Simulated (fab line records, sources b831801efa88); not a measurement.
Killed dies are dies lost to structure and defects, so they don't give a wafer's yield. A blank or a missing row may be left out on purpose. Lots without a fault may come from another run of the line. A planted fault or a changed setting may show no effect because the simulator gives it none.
Problem report in the 8D (eight disciplines) form, filled by code | flow sky130 | the parts of the form that need people (team, actions taken, sign-off) are left out

1. THE PROBLEM
run_length_s at SKY_GATE_OXIDE_WET_ETCH_12 reads a mean of 349 s on 3 wafers of 1 lot; wafers without a fault read 364 s with a standard deviation of 3.7. That is -4.1 standard deviations from the usual mean.
The step: etches SiO2 in dHF, target depth 16.8 nm, time 336 s.
First seen on wafer L307.3, day 19 10:50, on wet_bench-01. The record holds 39 wafers of 13 lots with a number at this step. Rule for "out", or "out of limits": more than 4 standard deviations from the usual mean. The other wafers with a number count as sound.

2. WHAT IT IS AND WHAT IT IS NOT
question                    | is                     | is not
which readings at this step | run_length_s           | -
which lots                  | L307                   | L291, L292, L293, L294, L295, L299, L301, L302, L304, L305, L312, L313
which wafers of those lots  | all that have a number | -
read on which tools         | wet_bench-01           | wet_bench-02, wet_bench-03
when                        | from day 19 10:50      | up to then (30 sound wafers); but 6 sound wafers of L312, L313 came after

3. SUSPECTS, AND WHAT RULES EACH OUT
Counting: a tool at a process step up to the reading stays a suspect if it ran every lot that is out and no sound lot after the first of them.
- wet_bench-01 at SKY_GATE_OXIDE_WET_ETCH_12 (etches SiO2 in dHF, target depth 16.8 nm, time 336 s): kept. It ran the lot that is out, L307 (day 19 10:50), and no sound lot after that; its last sound lot up to then is L305 (day 19 02:11). Its own readings are out on those wafers: run_length_s.
Left after counting: wet_bench-01 at SKY_GATE_OXIDE_WET_ETCH_12.

4. THE CAUSE (what the simulator had put in)
Process parameter drift: wet_bench-01, from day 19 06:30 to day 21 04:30, at SKY_GATE_OXIDE_WET_ETCH_12. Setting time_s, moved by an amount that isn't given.
Counting left only this tool.

5. THE CHAIN OF EFFECTS, in route order
Each row: a reading whose mean over the struck wafers that have a number lies more than 3 standard deviations from the usual. Only readings for which the record gives a usual standard deviation are gone through. hours: the time from each lot's start at the first step in this table that gives one to its start at this step, as a median over the lots. sigmas: the change in usual standard deviations.
hours | step                       | reading      | usual | on struck wafers | change | sigmas
0     | SKY_GATE_OXIDE_WET_ETCH_12 | run_length_s | 364 s | 349              | -15    | -4.1
The process steps in it:
- SKY_GATE_OXIDE_WET_ETCH_12: etches SiO2 in dHF, target depth 16.8 nm, time 336 s.
Later measuring or inspecting steps at which every struck wafer that the step has a row for has a number for every such reading, and none has moved that far: SKY_POLY_GATE_THK_MEAS_04, SKY_POLY_GATE_OVL_MEAS_14.

6. WHAT WOULD HAVE CAUGHT IT SOONER
In this record the first reading out of limits was taken at day 19 10:50, 4 hours after the fault began at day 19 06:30.
